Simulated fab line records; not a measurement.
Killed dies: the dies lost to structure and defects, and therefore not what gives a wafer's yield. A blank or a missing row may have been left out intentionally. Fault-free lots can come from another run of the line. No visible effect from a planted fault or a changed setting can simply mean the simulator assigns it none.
Which tool did it? || flow gf180mcu || 13 lots with 39 wafers sampled at 4 steps, on a route of 602 steps

WHAT THE GAUGES READ, wafer by wafer
GF_CONTACT_CD_MEAS_14: target cd 220 nm.
{"lot": "L532", "measured": "day 16 00:26", "on": "cd-sem-01", "cd-nm (nm)": "222.7 221.4 221.6"}
{"lot": "L533", "measured": "day 16 10:33", "on": "cd-sem-01", "cd-nm (nm)": "218.4 219.9 219.1"}
{"lot": "L536", "measured": "day 17 20:20", "on": "cd-sem-01", "cd-nm (nm)": "221.3 221.9 222.3"}
{"lot": "L537", "measured": "day 18 09:59", "on": "cd-sem-02", "cd-nm (nm)": "218.3 218.9 219.7"}
{"lot": "L541", "measured": "day 19 18:47", "on": "cd-sem-02", "cd-nm (nm)": "220.0 218.5 218.1"}
{"lot": "L539", "measured": "day 19 19:02", "on": "cd-sem-02", "cd-nm (nm)": "217.5 221.0 218.6"}
{"lot": "L540", "measured": "day 19 19:34", "on": "cd-sem-01", "cd-nm (nm)": "219.3 218.9 220.2"}
{"lot": "L543", "measured": "day 20 18:29", "on": "cd-sem-02", "cd-nm (nm)": "175.5 177.1 175.0"}
{"lot": "L544", "measured": "day 20 18:43", "on": "cd-sem-01", "cd-nm (nm)": "222.7 221.6 222.4"}
{"lot": "L546", "measured": "day 21 02:41", "on": "cd-sem-01", "cd-nm (nm)": "216.8 218.9 216.5"}
{"lot": "L552", "measured": "day 22 19:47", "on": "cd-sem-02", "cd-nm (nm)": "218.0 217.3 217.6"}
{"lot": "L553", "measured": "day 23 05:33", "on": "cd-sem-01", "cd-nm (nm)": "220.7 222.0 220.6"}
{"lot": "L555", "measured": "day 23 22:09", "on": "cd-sem-01", "cd-nm (nm)": "219.6 220.3 219.6"}

WHAT TOOL EACH LOT RAN ON (gives the tool, then ch and the chambers of the sampled wafers, and finally the start)
{"lot": "L532", "GF_PSD_RTA_13": "rtp-anneal-01 ch 0, day 14 04:48", "GF_SAB_CVD_00": "pecvd-03 ch 1,2, day 14 05:07", "GF_CONTACT_EXPOSE_11": "krf-scanner-02 ch 0, day 15 13:48"}
{"lot": "L533", "GF_PSD_RTA_13": "rtp-anneal-02 ch 0, day 14 13:55", "GF_SAB_CVD_00": "pecvd-02 ch 1,2, day 14 14:14", "GF_CONTACT_EXPOSE_11": "krf-scanner-01 ch 0, day 15 23:43"}
{"lot": "L536", "GF_PSD_RTA_13": "rtp-anneal-01 ch 0, day 15 21:06", "GF_SAB_CVD_00": "pecvd-02 ch 0,1,2, day 15 21:25", "GF_CONTACT_EXPOSE_11": "krf-scanner-02 ch 0, day 17 08:32"}
{"lot": "L537", "GF_PSD_RTA_13": "rtp-anneal-02 ch 0, day 16 09:38", "GF_SAB_CVD_00": "pecvd-03 ch 0,1,2, day 16 09:57", "GF_CONTACT_EXPOSE_11": "krf-scanner-01 ch 0, day 17 22:07"}
{"lot": "L541", "GF_PSD_RTA_13": "rtp-anneal-02 ch 0, day 17 17:29", "GF_SAB_CVD_00": "pecvd-01 ch 0,1,2, day 17 17:48", "GF_CONTACT_EXPOSE_11": "krf-scanner-01 ch 0, day 19 06:01"}
{"lot": "L539", "GF_PSD_RTA_13": "rtp-anneal-01 ch 0, day 17 17:36", "GF_SAB_CVD_00": "pecvd-02 ch 0,1,2, day 17 17:55", "GF_CONTACT_EXPOSE_11": "krf-scanner-01 ch 0, day 19 06:59"}
{"lot": "L540", "GF_PSD_RTA_13": "rtp-anneal-02 ch 0, day 17 17:52", "GF_SAB_CVD_00": "pecvd-03 ch 0,1,2, day 17 18:10", "GF_CONTACT_EXPOSE_11": "krf-scanner-01 ch 0, day 19 07:34"}
{"lot": "L543", "GF_PSD_RTA_13": "rtp-anneal-02 ch 0, day 18 16:24", "GF_SAB_CVD_00": "pecvd-01 ch 0,1, day 18 16:44", "GF_CONTACT_EXPOSE_11": "krf-scanner-02 ch 0, day 20 05:40"}
{"lot": "L544", "GF_PSD_RTA_13": "rtp-anneal-01 ch 0, day 18 16:33", "GF_SAB_CVD_00": "pecvd-03 ch 0,1,2, day 18 16:51", "GF_CONTACT_EXPOSE_11": "krf-scanner-02 ch 0, day 20 06:02"}
{"lot": "L546", "GF_PSD_RTA_13": "rtp-anneal-01 ch 0, day 19 01:10", "GF_SAB_CVD_00": "pecvd-02 ch 1,2, day 19 01:29", "GF_CONTACT_EXPOSE_11": "krf-scanner-02 ch 0, day 20 15:20"}
{"lot": "L552", "GF_PSD_RTA_13": "rtp-anneal-01 ch 0, day 20 19:48", "GF_SAB_CVD_00": "pecvd-02 ch 0,1,2, day 20 20:07", "GF_CONTACT_EXPOSE_11": "krf-scanner-01 ch 0, day 22 07:50"}
{"lot": "L553", "GF_PSD_RTA_13": "rtp-anneal-01 ch 0, day 21 05:28", "GF_SAB_CVD_00": "pecvd-03 ch 0,1,2, day 21 05:46", "GF_CONTACT_EXPOSE_11": "krf-scanner-01 ch 0, day 22 19:30"}
{"lot": "L555", "GF_PSD_RTA_13": "rtp-anneal-01 ch 0, day 21 22:43", "GF_SAB_CVD_00": "pecvd-02 ch 0,1,2, day 21 23:02", "GF_CONTACT_EXPOSE_11": "krf-scanner-02 ch 0, day 23 11:04"}
- GF_PSD_RTA_13: time 20 s.
- GF_SAB_CVD_00: deposits SiO2 from TEOS, target thk 50 nm, time 4.9302 s.
- GF_CONTACT_EXPOSE_11: exposes mask Contact, target cd 220 nm.

AS READ BY THE TOOLS THEMSELVES (means over the sampled wafers that have a number; for cases with no such wafer, the mark the record gives instead)
GF_PSD_RTA_13.
{"lot": "L532", "tool": "rtp-anneal-01", "lamp-power-pct (%)": 28.1, "wafer_temp_C_max": 1029.4}
{"lot": "L533", "tool": "rtp-anneal-02", "lamp-power-pct (%)": 25.2, "wafer_temp_C_max": 1033.6}
{"lot": "L536", "tool": "rtp-anneal-01", "lamp-power-pct (%)": 28.1, "wafer_temp_C_max": 1030.1}
{"lot": "L537", "tool": "rtp-anneal-02", "lamp-power-pct (%)": 25.2, "wafer_temp_C_max": 1032.1}
{"lot": "L541", "tool": "rtp-anneal-02", "lamp-power-pct (%)": 25.2, "wafer_temp_C_max": 1031.8}
{"lot": "L539", "tool": "rtp-anneal-01", "lamp-power-pct (%)": 28.1, "wafer_temp_C_max": 1031.0}
{"lot": "L540", "tool": "rtp-anneal-02", "lamp-power-pct (%)": 25.2, "wafer_temp_C_max": 1031.4}
{"lot": "L543", "tool": "rtp-anneal-02", "lamp-power-pct (%)": 25.2, "wafer_temp_C_max": 1030.7}
{"lot": "L544", "tool": "rtp-anneal-01", "lamp-power-pct (%)": 28.1, "wafer_temp_C_max": 1030.8}
{"lot": "L546", "tool": "rtp-anneal-01", "lamp-power-pct (%)": 28.1, "wafer_temp_C_max": 1031.9}
{"lot": "L552", "tool": "rtp-anneal-01", "lamp-power-pct (%)": 28.1, "wafer_temp_C_max": 1030.0}
{"lot": "L553", "tool": "rtp-anneal-01", "lamp-power-pct (%)": 28.1, "wafer_temp_C_max": 1031.3}
{"lot": "L555", "tool": "rtp-anneal-01", "lamp-power-pct (%)": 28.1, "wafer_temp_C_max": 1030.8}

GF_SAB_CVD_00.
{"lot": "L532", "tool": "pecvd-03", "heater-power-w (W)": 684}
{"lot": "L533", "tool": "pecvd-02", "heater-power-w (W)": 619}
{"lot": "L536", "tool": "pecvd-02", "heater-power-w (W)": 554}
{"lot": "L537", "tool": "pecvd-03", "heater-power-w (W)": 687}
{"lot": "L541", "tool": "pecvd-01", "heater-power-w (W)": 694}
{"lot": "L539", "tool": "pecvd-02", "heater-power-w (W)": 572}
{"lot": "L540", "tool": "pecvd-03", "heater-power-w (W)": 686}
{"lot": "L543", "tool": "pecvd-01", "heater-power-w (W)": 778}
{"lot": "L544", "tool": "pecvd-03", "heater-power-w (W)": 710}
{"lot": "L546", "tool": "pecvd-02", "heater-power-w (W)": 610}
{"lot": "L552", "tool": "pecvd-02", "heater-power-w (W)": 537}
{"lot": "L553", "tool": "pecvd-03", "heater-power-w (W)": 655}
{"lot": "L555", "tool": "pecvd-02", "heater-power-w (W)": 581}

THE ANSWER, worked out from the rows above alone
Rule: usual is defined by the lots themselves. The widest of any qualifying gaps counts: lots, ordered by their means at a reading, are off when they make up no more than a third of the lots, leave a main group of 4 or more, and stand apart from it by 3 or more times the standard deviation of that group's means. Not used: any main group whose means are identical at the precision the tables above print for the reading. Also off: a lot with no number at a reading for which 4 or more lots have one. Where the step has rows for the other lots, those lots are counted as sound. First the gauges in route order, then the tools' own readings, where a lot's mean is used as printed above. The first step at which some lot is off is used, and at that step the reading that is off furthest; a lot without a number counts as furthest.
Off at GF_CONTACT_CD_MEAS_14 (cd-nm): L543. Main group: mean 219.8 nm, sd 1.6.
A tool fits if, at a process step before that reading, it ran every lot that is off, and no sound lot after the first of them. Gauges at GF_CONTACT_CD_MEAS_14: tried the same way as those tools. 2 tools fit, rtp-anneal-02 at GF_PSD_RTA_13 and pecvd-01 at GF_SAB_CVD_00, so this cannot tell which one it is.

WHAT WAS PUT IN BY THE SIMULATOR
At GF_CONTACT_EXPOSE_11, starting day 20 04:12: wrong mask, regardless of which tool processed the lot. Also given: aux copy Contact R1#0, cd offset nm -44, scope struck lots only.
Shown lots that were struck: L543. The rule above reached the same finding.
